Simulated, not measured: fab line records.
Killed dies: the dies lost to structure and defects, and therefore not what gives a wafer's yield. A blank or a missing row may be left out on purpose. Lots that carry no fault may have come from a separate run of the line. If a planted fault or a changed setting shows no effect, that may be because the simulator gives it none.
2 desks looking at one fault | flow gf180mcu | each desk has only its own numbers; what lay behind them comes last

## AT THE TOOL OWNER'S DESK: hdpcvd-02
The tool's own readings at GF_V3_CVD_00 (deposits SiO2, target thk 600 nm, time 100 s): means of the sampled wafers that have a number, for each lot that ran on this tool. The brackets show how far a lot's mean lies from the usual mean; more than 4 standard deviations puts the lot out of limits, marked OUT.
Columns: A = sih4 flow sccm at GF_V3_CVD_00, usual 60.00 sccm
lot  | first seen here | A
L598 | day 21 09:59    | 59.91
L604 | day 23 21:35    | 60.02
L605 | day 24 01:25    | 59.84
L609 | day 25 18:28    | 60.14
L614 | day 27 05:32    | 60.14
L618 | day 28 06:17    | 29.85 (-99 or more) OUT
L620 | day 28 18:57    | 50.11 (-52) OUT
Finding of this desk: L618, L620 out of limits; the first was L618 at day 28 06:17, on sih4 flow sccm at GF_V3_CVD_00. L598, L604, L605, L609, L614 stayed within limits.

## METROLOGY DESK
What the gauges read for every lot (on any tool): the sampled wafers with a number, averaged. The brackets show how far a lot's mean lies from the usual mean; more than 4 standard deviations puts the lot out of limits, marked OUT.
Columns: A = V3_CVD_00_THK at GF_V3_THK_MEAS_01, usual 599 nm; B = V3_CVD_02_THK at GF_V3_THK_MEAS_03, usual 846 nm; C = V3_OVL at GF_V3_OVL_MEAS_15, usual 5 nm
lot  | first seen here | A             | B   | C
L598 | day 21 10:05    | 611           | 842 | 11
L599 | day 21 22:59    | 601           | 844 | 3
L600 | day 22 03:01    | 602           | 849 | 1
L602 | day 23 08:09    | 600           | 850 | 2
L604 | day 23 21:40    | 589           | 866 | 8
L605 | day 24 01:31    | 599           | 845 | 5
L606 | day 24 10:35    | 607           | 860 | 6
L607 | day 24 12:50    | 608           | 838 | 0
L609 | day 25 18:32    | 592           | 847 | 6
L612 | day 26 13:38    | 601           | 849 | 6
L614 | day 27 05:37    | 597           | 859 | 10
L615 | day 27 10:08    | 602           | 836 | 1
L618 | day 28 06:22    | 296 (-47) OUT | 857 | 8
L620 | day 28 19:01    | 506 (-14) OUT | 839 | 8
Finding of this desk: L618, L620 out of limits, first seen on L618 at day 28 06:22 (V3_CVD_00_THK at GF_V3_THK_MEAS_01). L598, L599, L600, L602, L604, L605, L606, L607, L609, L612, L614, L615 stayed within limits.

## PUT TOGETHER
The tool owner's desk had the chance to raise an alarm at day 28 06:17 on L618, L620.
L618, L620 would have let the metrology desk raise an alarm at day 28 06:22.
All the named lots went through GF_V3_CVD_00 on hdpcvd-02.

## WHAT THE SIMULATOR PUT IN
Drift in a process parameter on hdpcvd-02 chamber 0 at GF_V3_CVD_00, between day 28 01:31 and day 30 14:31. Setting sih4 flow sccm shifted by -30 from 60. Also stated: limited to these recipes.
Shown lots that were struck: L618, L620.
Time in hours from fault onset to the first out-of-limits reading at each desk: tool owner's desk 5, metrology desk 5.
